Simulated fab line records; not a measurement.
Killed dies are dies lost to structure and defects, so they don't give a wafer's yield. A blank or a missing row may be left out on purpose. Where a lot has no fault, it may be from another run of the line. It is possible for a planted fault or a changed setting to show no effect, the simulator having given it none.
Chamber matching -- flow gf180mcu -- 4 sister chambers for GF_STI_CMP_25 on cmp-02
The step polishes, stops on Si3N4, t overpolish 33 s, target thk 524.6 nm. 14 wafers are shown with their chamber, then 7 later ones without.

WAFERS, EACH WITH ITS CHAMBER
wafer,chamber,motor-current-A (A),edge-zone-pressure-frac
L352.1,1,11.8,1.001
L352.3,0,13.0,0.994
L352.6,3,12.7,0.997
L354.1,0,12.9,1.002
L354.2,1,12.8,1.002
L354.5,1,12.3,1.005
L361.1,1,12.2,1.000
L361.2,0,12.7,1.013
L361.5,2,15.2,1.002
L362.2,2,15.1,1.004
L362.4,0,12.0,0.999
L362.6,3,12.7,0.997
L364.2,0,12.1,1.000
L364.4,2,15.4,1.006

SIGNATURES, as means of the wafers listed above
reading,chamber 0,chamber 1,chamber 2,chamber 3,scatter within a chamber
motor-current-A,12.540,12.275,15.233,12.700,0.375
edge-zone-pressure-frac,1.00160,1.00200,1.00400,0.99700,0.00468
Rule: a wafer lies at a distance from a chamber equal to the root of the sum of squares, over the readings, of (its reading less the chamber's mean, divided by the reading's scatter). If the next closest chamber is less than 2 further off than the closest, the wafer can't be placed; otherwise it belongs to the closest. How the scatter is found: for the shown wafers, subtract from each reading the mean of its chamber, square and add these, divide the total by (wafers less chambers), then take the root.

WAFERS WHOSE CHAMBER IS MISSING
wafer,motor-current-A (A),edge-zone-pressure-frac
L364.6,12.1,0.998
L365.1,12.4,0.996
L365.3,12.1,0.996
L365.6,12.5,0.999
L373.2,12.6,1.003
L373.3,15.5,0.999
L373.4,11.8,0.996

WHICH CHAMBER EACH ONE RAN IN
wafer,from the rows above,in truth
L364.6,can't be placed: 1 or 0 or 3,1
L365.1,can't be placed: 3 or 0 or 1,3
L365.3,can't be placed: 1 or 3 or 0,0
L365.6,can't be placed: 0 or 3 or 1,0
L373.2,can't be placed: 0 or 1 or 3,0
L373.3,2,2
L373.4,can't be placed: 1 or 0 or 3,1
Correct placement for 1 of the 7. These rows do not allow placing 6 (true chamber among the candidates in 6). Number placed wrongly: 0.
